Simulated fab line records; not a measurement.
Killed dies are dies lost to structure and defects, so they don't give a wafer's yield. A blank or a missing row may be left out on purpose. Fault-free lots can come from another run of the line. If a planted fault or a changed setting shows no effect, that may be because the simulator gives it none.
A single fault, viewed from 2 desks	flow sfq-line	every desk sees just its own numbers, and what lay behind them comes last

TOOL OWNER'S DESK, litho-track-04
The tool's own readings at SFQ_TRILAYER_I4_VIA_LITHO_PEB_106 (peb time 60 s): means of the sampled wafers that have a number, for each lot that ran on this tool. Any lot whose mean is over 4 standard deviations away from the usual mean is out of limits and marked OUT; that distance is given in the brackets.
Columns: A = heater-power-total-W at SFQ_TRILAYER_I4_VIA_LITHO_PEB_106, usual 79.15 W; B = plate-temp-C at SFQ_TRILAYER_I4_VIA_LITHO_PEB_106, usual 114.99 C
lot	first seen here	A	B
L927	day 52 08:34	79.17	115.05
L930	day 53 07:23	85.22 (+88) OUT	-
L931	day 53 15:49	85.10 (+86) OUT	-
L932	day 53 17:02	85.19 (+87) OUT	-
Finding of this desk: L930, L931, L932 out of limits; the first was L930 at day 53 07:23, on heater-power-total-W at SFQ_TRILAYER_I4_VIA_LITHO_PEB_106. L927: within limits.

FROM THE METROLOGY DESK
What the gauges read for every lot (on any tool): the sampled wafers with a number, averaged. Any lot whose mean is over 4 standard deviations away from the usual mean is out of limits and marked OUT; that distance is given in the brackets.
Columns: A = I4_BOW at SFQ_I4_BOW_MEAS_927, usual 3 um; B = I4_OVL at SFQ_I4_OVL_MEAS_928, usual 1 nm
lot	first seen here	A	B
L926	day 45 09:49	5	9
L927	day 46 04:19	14	-3
L930	day 47 19:22	8	2
L931	day 48 08:05	1	-5
L932	day 48 11:06	2	2
L933	day 48 23:07	1	-0
L939	day 51 11:02	-3	1
Result from this desk: across the 7 lots, nothing is out of limits.

BROUGHT TOGETHER
The tool owner's desk had the chance to raise an alarm at day 53 07:23 on L930, L931, L932.
Metrology desk: nothing out of limits seen.
The metrology desk has L930, L931, L932 on record, within its limits.
SFQ_TRILAYER_I4_VIA_LITHO_PEB_106 was run on litho-track-04 by each of the lots named.

WHAT THE SIMULATOR HAD PUT IN
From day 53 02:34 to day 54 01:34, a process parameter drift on litho-track-04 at SFQ_TRILAYER_I4_VIA_LITHO_PEB_106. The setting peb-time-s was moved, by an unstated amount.
Struck lots among those shown: L930, L931, L932.
Delay in hours, fault start to first out-of-limits reading, by desk: the tool owner's desk at 5.
